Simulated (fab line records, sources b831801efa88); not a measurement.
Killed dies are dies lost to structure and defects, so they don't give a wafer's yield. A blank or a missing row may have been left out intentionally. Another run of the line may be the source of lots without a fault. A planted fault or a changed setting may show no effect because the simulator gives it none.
The same fault as seen by 2 desks ; flow sky130 ; every desk sees just its own numbers, and what lay behind them comes last

THE METROLOGY DESK
Lot by lot, what the gauges showed, no matter which tool ran the lot: averages of those sampled wafers that carry a number. If a lot's mean is further than 4 standard deviations from the usual mean, the lot is out of limits and carries the mark OUT (the distance appears in the brackets).
Columns: A = cd-nm at SKY_FIELD_ISO_CD_MEAS_13, usual 149.9 nm; B = NWELL_2_TW at SKY_NWELL_TW_MEAS_26, usual 496; C = cd-nm at SKY_SONOS_ONO_CD_MEAS_13, usual 410.8 nm
lot;first seen here;A;B;C
L338;day 2 04:53;149.0;489;411.1
L339;day 2 10:11;145.4;501;409.3
L340;day 2 17:53;148.6;506;414.6
L341;day 2 20:08;150.8;501;409.6
L342;day 3 01:43;149.3;501;411.7
L343;day 3 07:10;150.2;486;409.7
L344;day 3 13:15;152.1;504;408.9
L348;day 4 08:02;152.5;503;413.5
L350;day 4 20:07;150.0;505;414.2
L353;day 5 14:34;150.8;488;415.6
L354;day 5 16:46;148.3;488;410.7
L355;day 5 23:37;148.3;501;408.7
L358;day 6 12:05;150.5;501;410.4
L360;day 7 00:02;149.8;498;411.9
This desk's finding: nothing out of limits on any of the 14 lots.

DESK OF THE TOOL OWNER: implanter-02
SKY_VT_ADJUST_HVTR_IMPLANT_09, tool's own readings: per-lot mean of the sampled wafers with a number, covering each lot this tool ran. If a lot's mean is further than 4 standard deviations from the usual mean, the lot is out of limits and carries the mark OUT (the distance appears in the brackets).
Columns: A = dose-ions-cm2 at SKY_VT_ADJUST_HVTR_IMPLANT_09, usual 2.1006e+12; B = end-station-pressure-torr at SKY_VT_ADJUST_HVTR_IMPLANT_09, usual 5.04e-06 Torr
lot;first seen here;A;B
L339;day 9 18:35;2.1001e+12;5.21e-06
L340;day 10 04:58;2.1000e+12;5.12e-06
L341;day 10 09:22;2.0981e+12;4.88e-06
L343;day 10 22:23;2.0980e+12;5.02e-06
L344;day 11 11:05;2.0993e+12;5.22e-06
L350;day 13 18:07;2.0704e+12 (-14) OUT;5.04e-06
L353;day 14 03:46;2.0696e+12 (-14) OUT;4.95e-06
This desk finds L350, L353 out of limits, L350 being first, at day 13 18:07 (dose-ions-cm2 at SKY_VT_ADJUST_HVTR_IMPLANT_09). L339, L340, L341, L343, L344: within limits.

TAKEN TOGETHER
An alarm could have come from the tool owner's desk at day 13 18:07, on L350, L353.
The metrology desk saw nothing out of limits.
The metrology desk holds a record of L350, L353, inside its limits.
On implanter-02, each named lot ran SKY_VT_ADJUST_HVTR_IMPLANT_09.

WHAT THE SIMULATOR HAD PUT IN
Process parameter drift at SKY_VT_ADJUST_HVTR_IMPLANT_09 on implanter-02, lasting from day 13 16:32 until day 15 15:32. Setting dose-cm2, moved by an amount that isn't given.
Shown lots that were struck: L350, L353.
Each desk's first reading out of limits, in hours after the fault started: the tool owner's desk, 2.
